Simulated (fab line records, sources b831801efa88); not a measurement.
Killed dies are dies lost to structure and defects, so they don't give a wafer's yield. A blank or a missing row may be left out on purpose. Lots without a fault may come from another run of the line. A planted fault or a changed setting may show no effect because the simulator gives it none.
fab line records | flow sky130
record lots=11 wafers=33 last_day=50
route steps=708 shown LI_CONTACT@374 PAD_OPEN@708
lots that met no fault: from a run of the same line without faults
start_h: hours from the record's first day to the start of the lot's first wafer shown | wait_h: hours since the lot's step before | " the same as in the row above | L1.1+2: a row that stands for several wafers | - no value, or no start given | * or withheld: withheld | < > ~ a bound
route shown NAME@n: a module of which the file shows steps, and the number in the route of the first | usual: mean/standard deviation of fault-free wafers | same: alike in all rows | chamber/n: place in a boat | sites: the reading at each site | _std_site: their standard deviation | _edge_site: outer sites' mean less inner sites' | radius_mm: how far each site lies from the wafer's centre | mask NAME#n: copy n | behind: the tool/chamber that last shaped the wafer | hold: why the lot was held/for how many hours/how that ended | device: the transistor (n, p or np) that didn't switch | end of line: the same wafers' tests at the end of the route | a step without rows: its recipe alone | killed: dies lost to structure and defects at the first sort, not the wafer's yield | map: a wafer's dies, x killed, . not, _ none there
set.NAME: the setting as run; set.NAME@STEP: as run at that earlier step | model.NAME: the simulator's own value behind a step, which no gauge read
steps of the route over a sample of lots; a table a step, a row a wafer
services: from which hour (start_h, from the record's first day; less than 0 if before it) a tool's chamber was out of use, for how many hours, and why
## steps
# step SKY_LI_CONTACT_CD_MEAS_12
# recipe target_cd_nm=170
# usual cd_nm=170.6/1.5
# columns lot.wafer tool chamber start_h wait_h cd_nm
L131.2 cd_sem-01 - 670.80 - 169.5
L131.3 " - " " 168.7
L131.5 " - " " 169.0
L132.1 cd_sem-01 - 698.50 - 168.1
L132.5 " - " " 170.3
L132.6 " - " " 169.2
L134.2 cd_sem-01 - 701.95 - 169.2
L134.4 " - " " 169.2
L134.5 " - " " 169.3
L137.1 cd_sem-01 - 729.97 - 167.0
L137.4 " - " " 168.1
L137.6 " - " " 167.4
L144.1 cd_sem-02 - 784.78 - 172.4
L144.2 " - " " 171.6
L144.5 " - " " 171.7
L145.1 cd_sem-01 - 791.90 - 173.2
L145.4 " - " " 174.4
L145.6 " - " " 173.1
L146.1 cd_sem-02 - 794.68 - 169.2
L146.2 " - " " 170.5
L146.3 " - " " 169.9
L152.1 cd_sem-01 - 836.41 - 171.7
L152.4 " - " " 172.7
L152.6 " - " " 171.2
L151.1 cd_sem-02 - 845.60 - 170.0
L151.3 " - " " 170.4
L151.5 " - " " 171.2
L153.2 cd_sem-02 - 852.08 - 169.2
L153.5 " - " " 168.9
L153.6 " - " " 170.8
L154.2 cd_sem-02 - 856.25 - 170.4
L154.3 " - " " 172.4
L154.4 " - " " 171.7
# step SKY_LI_CONTACT_OVL_MEAS_13
# usual LI_CONTACT_OVL=-1/5.2
# columns lot.wafer tool chamber start_h wait_h LI_CONTACT_OVL[nm]
L131.2 overlay-01 - 670.91 0.1 -2
L131.3 " - " " -2
L131.5 " - " " 1
L132.1 overlay-01 - 698.62 0.1 3
L132.5 " - " " -2
L132.6 " - " " 1
L134.2 overlay-02 - 702.06 0.1 -9
L134.4 " - " " -12
L134.5 " - " " -11
L137.1 overlay-02 - 730.09 0.1 -3
L137.4 " - " " 3
L137.6 " - " " -7
L144.1 overlay-01 - 784.90 0.1 -8
L144.2 " - " " -8
L144.5 " - " " -6
L145.1 overlay-02 - 792.02 0.1 -8
L145.4 " - " " -1
L145.6 " - " " 2
L146.1 overlay-01 - 794.80 0.1 9
L146.2 " - " " 1
L146.3 " - " " 6
L152.1 overlay-01 - 836.53 0.1 -3
L152.4 " - " " 1
L152.6 " - " " -1
L151.1 overlay-01 - 845.72 0.1 5
L151.3 " - " " 0
L151.5 " - " " 0
L153.2 overlay-01 - 852.18 0.1 -8
L153.5 " - " " -7
L153.6 " - " " -6
L154.2 overlay-01 - 856.35 0.1 0
L154.3 " - " " 10
L154.4 " - " " 4
# step SKY_LI_CONTACT_ETCH_14
# recipe chemistry=N2/H2 target=BARC ion_energy_ev=200 source_w=500 bias_w=100 pressure_mtorr=30 n2_flow_sccm=100 h2_flow_sccm=200 stop_on=SiO2 time_s=45.9 target_depth_a=600
# usual drypump_motor_current_A=5.7/0.33 oes_product_au=0.855/0.0046 throttle_valve_pct=13.224/0.0087
# columns lot.wafer tool chamber start_h wait_h drypump_motor_current_A oes_product_au rf_hours_counter_h throttle_valve_pct
L131.2 rie_diel-02 2 670.94 0.0 5.4 0.851 2 13.212
L131.3 " 3 " " 5.6 0.859 7 13.224
L131.5 " 1 " " 5.6 0.857 - 13.214
L132.1 rie_diel-03 1 698.66 0.0 6.0 0.857 10 13.224
L132.5 " 3 " " 4.9 0.846 - 13.208
L132.6 " 0 " " 5.3 0.855 - 13.244
L134.2 rie_diel-02 3 702.09 0.0 5.6 0.864 7 13.225
L134.4 " 0 " " 6.1 0.857 5 13.219
L134.5 " 3 " " 5.5 0.858 - 13.202
L137.1 rie_diel-04 3 730.13 0.0 5.9 0.851 0 13.236
L137.4 " 1 " " 5.7 0.854 15 13.222
L137.6 " 2 " " 5.7 0.849 - 13.240
L144.1 rie_diel-03 0 784.93 0.0 5.4 0.851 5 13.221
L144.2 " 2 " " 5.7 0.856 9 13.227
L144.5 " 2 " " 5.7 0.857 - 13.224
L145.1 rie_diel-03 1 792.06 0.0 6.1 0.856 12 13.227
L145.4 " 0 " " 5.4 0.851 5 13.228
L145.6 " 2 " " 5.7 0.857 - 13.225
L146.1 rie_diel-02 0 794.83 0.0 6.2 0.855 7 13.218
L146.2 " 2 " " 5.4 0.856 5 13.232
L146.3 " 3 " " 5.6 0.853 10 13.232
L152.1 rie_diel-03 1 836.56 0.0 6.0 0.853 14 13.240
L152.4 " 0 " " 5.4 0.845 7 13.240
L152.6 " 0 " " 5.4 0.852 - 13.225
L151.1 rie_diel-02 0 845.76 0.0 6.1 0.852 9 13.223
L151.3 " 3 " " 5.5 0.848 11 13.227
L151.5 " 3 " " 5.6 0.859 - 13.238
L153.2 rie_diel-04 3 852.21 0.0 5.9 0.854 2 13.231
L153.5 " 1 " " 5.7 0.855 - 13.218
L153.6 " 2 " " 5.6 0.851 - 13.230
L154.2 rie_diel-03 0 856.38 0.0 5.4 0.856 8 13.220
L154.3 " 3 " " 4.9 0.855 13 13.239
L154.4 " 1 " " 6.1 0.858 14 13.221
# step SKY_LI_CONTACT_CVD_21
# recipe material=W target_thk_nm=400 time_s=120.56 temp_c=400 pressure_torr=40
# usual heater_power_w=860/59
# columns lot.wafer tool chamber start_h wait_h heater_power_w since_wet_clean_h
L131.2 cvd_w-01 1 671.50 0.0 894 267
L131.3 " 1 " " 881 -
L131.5 " 1 " " 910 -
L132.1 cvd_w-02 1 699.22 0.0 929 795
L132.5 " 0 " " 784 -
L132.6 " 1 " " 936 -
L134.2 cvd_w-02 0 702.67 0.0 776 799
L134.4 " 1 " " 949 -
L134.5 " 1 " " 911 -
L137.1 cvd_w-02 0 730.69 0.0 793 827
L137.4 " 0 " " 781 -
L137.6 " 1 " " 932 -
L144.1 cvd_w-02 1 785.49 0.0 927 882
L144.2 " 0 " " 795 882
L144.5 " 0 " " 814 -
L145.1 cvd_w-02 1 792.62 0.0 919 889
L145.4 " 0 " " 805 -
L145.6 " 1 " " 936 -
L146.1 cvd_w-02 0 795.41 0.0 773 891
L146.2 " 1 " " 952 891
L146.3 " 0 " " 775 -
L152.1 cvd_w-01 1 837.12 0.0 907 433
L152.4 " 1 " " 916 -
L152.6 " 0 " " 804 -
L151.1 cvd_w-01 1 846.34 0.0 922 442
L151.3 " 1 " " 931 -
L151.5 " 1 " " 901 -
L153.2 cvd_w-01 1 852.80 0.0 890 449
L153.5 " 1 " " 902 -
L153.6 " 0 " " 813 -
L154.2 cvd_w-01 0 856.94 0.0 843 453
L154.3 " 0 " " 819 -
L154.4 " 1 " " 931 -
# step SKY_LI_CONTACT_RS_MEAS_22
# recipe thk_meas_gauge=four-point-probe reads=W_of_LI_CONTACT_CVD_21+TiN_of_LI_CONTACT_SPUTTER_20+Ti_of_LI_CONTACT_SPUTTER_19
# usual LI_CONTACT_W_RS=0.284/0.0041
# columns lot.wafer tool chamber start_h wait_h hold LI_CONTACT_W_RS[ohm/sq]
L131.2 film_metro-02 - 671.65 0.1 - 0.284
L131.3 " - " " - 0.287
L131.5 " - " " - 0.284
L132.1 film_metro-03 - 699.34 0.1 - 0.282
L132.5 " - " " - 0.282
L132.6 " - " " - 0.277
L134.2 film_metro-03 - 702.81 0.1 - 0.283
L134.4 " - " " - 0.274
L134.5 " - " " - 0.275
L137.1 film_metro-02 - 730.82 0.1 - 0.286
L137.4 " - " " - 0.285
L137.6 " - " " - 0.280
L144.1 film_metro-03 - 785.62 0.1 await_dispo/0.2h/release 0.283
L144.2 " - " " await_dispo/0.2h/release 0.202
L144.5 " - " " await_dispo/0.2h/release 0.202
L144.1 film_metro-03 - 785.90 0.3 - 0.283
L144.2 " - " " - 0.202
L144.5 " - " " - 0.202
L145.1 film_metro-03 - 792.75 0.1 await_dispo/0.2h/release 0.279
L145.4 " - " " await_dispo/0.2h/release 0.200
L145.6 " - " " await_dispo/0.2h/release 0.283
L145.1 film_metro-03 - 793.03 0.3 - 0.279
L145.4 " - " " - 0.201
L145.6 " - " " - 0.283
L146.1 film_metro-03 - 795.53 0.1 await_dispo/0.2h/release 0.199
L146.2 " - " " await_dispo/0.2h/release 0.279
L146.3 " - " " await_dispo/0.2h/release 0.200
L146.1 film_metro-03 - 795.82 0.3 - 0.199
L146.2 " - " " - 0.279
L146.3 " - " " - 0.200
L152.1 film_metro-02 - 837.25 0.1 - 0.291
L152.4 " - " " - 0.288
L152.6 " - " " - 0.283
L151.1 film_metro-02 - 846.46 0.1 - 0.290
L151.3 " - " " - 0.293
L151.5 " - " " - 0.289
L153.2 film_metro-02 - 852.95 0.1 - 0.288
L153.5 " - " " - 0.292
L153.6 " - " " - 0.287
L154.2 film_metro-02 - 857.09 0.1 - 0.287
L154.3 " - " " - 0.285
L154.4 " - " " - 0.290
# step SKY_LI_CONTACT_CMP_24
# recipe stop_on=PSG t_overpolish_s=20 down_force_psi=3.5 platen_rpm=60 target_thk_nm=0 pad_velocity_m_s=0.94248
# usual motor_current_A=10.6/0.98 slurry_flow_ml_min=150.0/0.47 time_to_endpoint_s=98/5.4
# columns lot.wafer tool chamber start_h wait_h hold motor_current_A slurry_flow_ml_min time_to_endpoint_s
L131.3 cmp-01 3 671.86 0.1 - 9.7 150.2 95
L131.2 " 0 " " - 11.7 150.3 104
L131.5 " 2 " " - 9.8 149.0 102
L132.1 cmp-01 3 699.62 0.1 - 10.0 150.0 92
L132.5 " 1 " " - 11.0 150.5 102
L132.6 " 2 " " - 10.9 150.0 105
L134.2 cmp-02 0 703.02 0.1 - 12.2 150.0 95
L134.4 " 2 " " - 8.4 150.1 110
L134.5 " 0 " " - 11.8 149.4 97
L137.1 cmp-02 2 731.00 0.1 - 8.6 150.5 101
L137.4 " 0 " " - 11.4 150.3 94
L137.6 " 3 " " - 10.5 150.0 95
L144.1 cmp-01 3 791.18 3.0 await_dispo/2.5h/release 9.3 150.5 96
L144.2 " 2 " " await_dispo/2.5h/release 10.4 149.7 142
L144.5 " 0 " " await_dispo/2.5h/release 11.8 149.8 143
L145.1 cmp-01 0 798.65 1.4 await_dispo/1.3h/release 12.1 149.1 105
L145.4 " 1 " " await_dispo/1.3h/release 10.7 150.9 146
L145.6 " 0 " " await_dispo/1.3h/release 12.0 149.7 105
L146.1 cmp-01 1 800.34 1.8 await_dispo/1.5h/release 11.0 149.8 145
L146.2 " 2 " " await_dispo/1.5h/release 10.2 150.1 104
L146.3 " 0 " " await_dispo/1.5h/release 10.7 150.1 147
L152.4 cmp-01 2 837.43 0.0 - 11.0 149.8 97
L152.1 " 3 " " - 9.6 149.7 89
L152.6 " 3 " " - 9.0 149.8 89
L151.1 cmp-01 3 847.38 0.8 - 9.4 149.2 89
L151.3 " 1 " " - 11.1 149.8 99
L151.5 " 3 " " - 9.6 149.3 88
L153.2 cmp-02 3 853.42 0.4 - 10.4 150.7 92
L153.6 " 2 " " - 9.4 148.7 102
L153.5 " 3 " " - 10.1 150.2 93
L154.4 cmp-01 2 857.25 0.0 - 10.6 149.6 97
L154.2 " 3 " " - 10.1 150.2 91
L154.3 " 1 " " - 11.1 150.3 99
# step SKY_PAD_OPEN_PROBE_99
# usual killed_at_M0_to_M3=44/7.3 killed_at_M4_up=3.5/1.8 killed_at_contacts=24/5.8 killed_at_front_end=16/4.3 killed_at_other=0.5/0.68 killed_dies=88/9.4 killed_open=48/6.8 killed_short=40/6.1
# same gross_dies=492 killed_at_back_side=0
# columns lot.wafer tool chamber start_h wait_h killed_at_M0_to_M3 killed_at_M4_up killed_at_contacts killed_at_front_end killed_at_other killed_dies killed_open killed_short
L144.2 prober-02 - 1153.79 0.1 30 7 27 17 0 81 44 37
L144.5 prober-02 - 1153.94 0.2 42 4 38 8 1 93 47 44
L146.1 prober-01 - 1164.21 0.1 36 4 21 26 1 88 45 42
L146.2 prober-01 - 1164.26 0.1 40 4 18 25 0 87 51 35
L146.3 prober-01 - 1164.31 0.2 40 1 25 16 0 82 44 37
# killed by level:class
L144.2 LI_CONTACT:geometric_particle:open=9 LOCAL_INTERCONNECT:geometric_particle:short=8 VIA3:geometric_particle:open=8 CONTACT:geometric_particle:open=7 VIA1:geometric_particle:open=7 METAL4:geometric_particle:short=6 POLY_GATE:geometric_particle:short=5 FIELD_ISO:geometric_particle:open=4
L144.5 CONTACT:geometric_particle:open=15 VIA1:geometric_particle:open=10 LI_CONTACT:geometric_particle:open=7 LOCAL_INTERCONNECT:geometric_particle:short=7 METAL1:geometric_particle:short=6 VIA1:geometric_particle:short=5 FIELD_ISO:geometric_particle:short=4 VIA3:geometric_particle:short=4
L146.1 CONTACT:geometric_particle:open=10 POLY_GATE:geometric_particle:short=7 FIELD_ISO:geometric_particle:short=6 VIA3:geometric_particle:open=6 VIA1:geometric_particle:short=5 VIA2:geometric_particle:open=5 FIELD_ISO:geometric_particle:open=4 POLY_GATE:geometric_particle:open=4
L146.2 VIA1:geometric_particle:open=11 CONTACT:geometric_particle:open=10 VIA3:geometric_particle:open=10 FIELD_ISO:geometric_particle:short=6 FIELD_ISO:geometric_particle:open=5 METAL1:geometric_particle:short=5 POLY_GATE:geometric_particle:short=5 POLY_GATE:geometric_particle:open=5
L146.3 METAL1:geometric_particle:short=9 CONTACT:geometric_particle:open=8 VIA1:geometric_particle:open=8 LI_CONTACT:geometric_particle:open=6 LI_CONTACT:geometric_particle:short=6 VIA2:geometric_particle:open=6 POLY_GATE:geometric_particle:short=5 METAL1:geometric_particle:open=4
## services
# columns tool chamber start_h hours kind
rie_diel-04 2 655.26 3.0 repair
cmp-02 - 660.88 1.1 repair
cvd_w-02 - 684.22 0.8 repair
cmp-02 - 689.87 1.3 repair
rie_diel-02 - 691.44 2.8 pm
cvd_w-02 - 692.62 6.0 pm
rie_diel-02 2 696.01 2.9 repair
rie_diel-04 - 709.30 0.9 repair
rie_diel-04 - 717.02 1.3 repair
cmp-02 - 719.57 6.6 pm
rie_diel-03 2 720.22 1.3 repair
rie_diel-02 3 723.93 10.6 repair
cmp-01 - 744.02 4.0 pm
cmp-02 - 753.16 0.5 repair
cmp-02 - 754.38 1.3 repair
cmp-02 - 756.85 4.5 repair
rie_diel-04 3 782.44 11.2 repair
cmp-01 - 783.15 0.3 repair
rie_diel-04 1 789.30 4.5 repair
rie_diel-02 1 807.86 5.5 repair
cvd_w-02 0 817.14 6.5 repair
cmp-02 - 843.37 5.6 repair
rie_diel-02 2 844.96 7.2 repair
rie_diel-03 - 852.50 1.5 repair
## key
first_sign step=SKY_LI_CONTACT_RS_MEAS_22 reading=visit direction=added
effect step=SKY_LI_CONTACT_RS_MEAS_22 reading=LI_CONTACT_W_RS direction=down sigmas=20 usual=0.284 struck=0.201
effect step=SKY_LI_CONTACT_CMP_24 reading=time_to_endpoint_s direction=up sigmas=8.7 usual=* struck=*
met_at SKY_LI_CONTACT_CVD_21
struck_lots L144,L145,L146
struck_wafers L144.2,L144.5,L145.4,L146.1,L146.3
tester_left_out L144,L145,L146
not_acting_at SKY_LI_CONTACT_CD_MEAS_12,SKY_LI_CONTACT_OVL_MEAS_13,SKY_LI_CONTACT_ETCH_14
onset_between 730.69 785.49
fault kind=process_parameter_drift tool=cvd_w-02 chamber=0 onset_h=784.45 steps=SKY_LI_CONTACT_CVD_21 channel=target_thk_nm offset=164.67 shape=step end_h=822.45 acts_in=these_recipes_only stated=400
# tester_left_out: of these lots the tester's yield and bins aren't shown, on N5 and GAA mostly nor the transistor test; their killed dies are dies lost to structure and defects alone, not to doping, threshold or leakage, so they don't give the yield
